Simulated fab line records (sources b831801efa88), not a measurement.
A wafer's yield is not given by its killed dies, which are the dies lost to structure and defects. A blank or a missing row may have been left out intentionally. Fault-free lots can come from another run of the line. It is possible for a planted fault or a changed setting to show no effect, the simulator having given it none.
Which of the tools did it? || flow gf180mcu || 13 lots (39 wafers sampled), 1 step of a 602-step route

== WHAT THE GAUGES READ, wafer by wafer ==
GF_V5_OVL_MEAS_15.
{"lot": "L240", "measured": "day 28 11:54", "on": "overlay-01", "V5_OVL (nm)": "10 13 7"}
{"lot": "L242", "measured": "day 28 15:28", "on": "overlay-01", "V5_OVL (nm)": "3 -1 4"}
{"lot": "L243", "measured": "day 29 04:37", "on": "overlay-02", "V5_OVL (nm)": "2 3 3"}
{"lot": "L244", "measured": "day 29 13:59", "on": "overlay-02", "V5_OVL (nm)": "-11 -8 -11"}
{"lot": "L245", "measured": "day 29 15:31", "on": "overlay-02", "V5_OVL (nm)": "13 9 8"}
{"lot": "L247", "measured": "day 30 10:22", "on": "overlay-02", "V5_OVL (nm)": "8 16 13"}
{"lot": "L249", "measured": "day 31 01:16", "on": "overlay-01", "V5_OVL (nm)": "10 15 9"}
{"lot": "L254", "measured": "day 32 06:25", "on": "overlay-01", "V5_OVL (nm)": "1 5 2"}
{"lot": "L255", "measured": "day 32 06:36", "on": "overlay-02", "V5_OVL (nm)": "3 8 6"}
{"lot": "L256", "measured": "day 32 17:40", "on": "overlay-01", "V5_OVL (nm)": "-1 0 2"}
{"lot": "L257", "measured": "day 32 21:16", "on": "overlay-02", "V5_OVL (nm)": "7 5 7"}
{"lot": "L258", "measured": "day 33 05:58", "on": "overlay-01", "V5_OVL (nm)": "6 4 -5"}
{"lot": "L259", "measured": "day 33 10:33", "on": "overlay-01", "V5_OVL (nm)": "0 -3 -6"}

== WHAT TOOL EACH LOT RAN ON (gives the tool, then ch and the chambers of the sampled wafers, and finally the start) ==
The record shows no process step preceding these readings.

== WHAT THE TOOLS THEMSELVES READ (means of the sampled wafers that have a number; where no wafer has one, the mark that the record gives instead) ==
The record holds no such reading with a usual standard deviation.

== THE ANSWER, worked out from the rows above alone ==
Rule: what is usual is taken from the lots themselves. Put in order of their means at a reading, lots are off if they are a third of the lots or fewer, leave a main group of 4 or more, and stand apart from it by a gap of 3 or more times the standard deviation of the main group's means; of several such gaps the widest counts. Not used: any main group whose means are identical at the precision the tables above print for the reading. Also off: a lot with no number at a reading for which 4 or more lots have one. All remaining lots with rows at the step are treated as sound. The gauges are gone through in route order, then the tools' own readings, and for those a lot's mean is taken as printed above. At the first step where some lot is off, the reading lying furthest off is the one used; lots without a number count as furthest.
None of the lots is off at any reading shown; this tells nothing.

== WHAT THE SIMULATOR HAD INSERTED ==
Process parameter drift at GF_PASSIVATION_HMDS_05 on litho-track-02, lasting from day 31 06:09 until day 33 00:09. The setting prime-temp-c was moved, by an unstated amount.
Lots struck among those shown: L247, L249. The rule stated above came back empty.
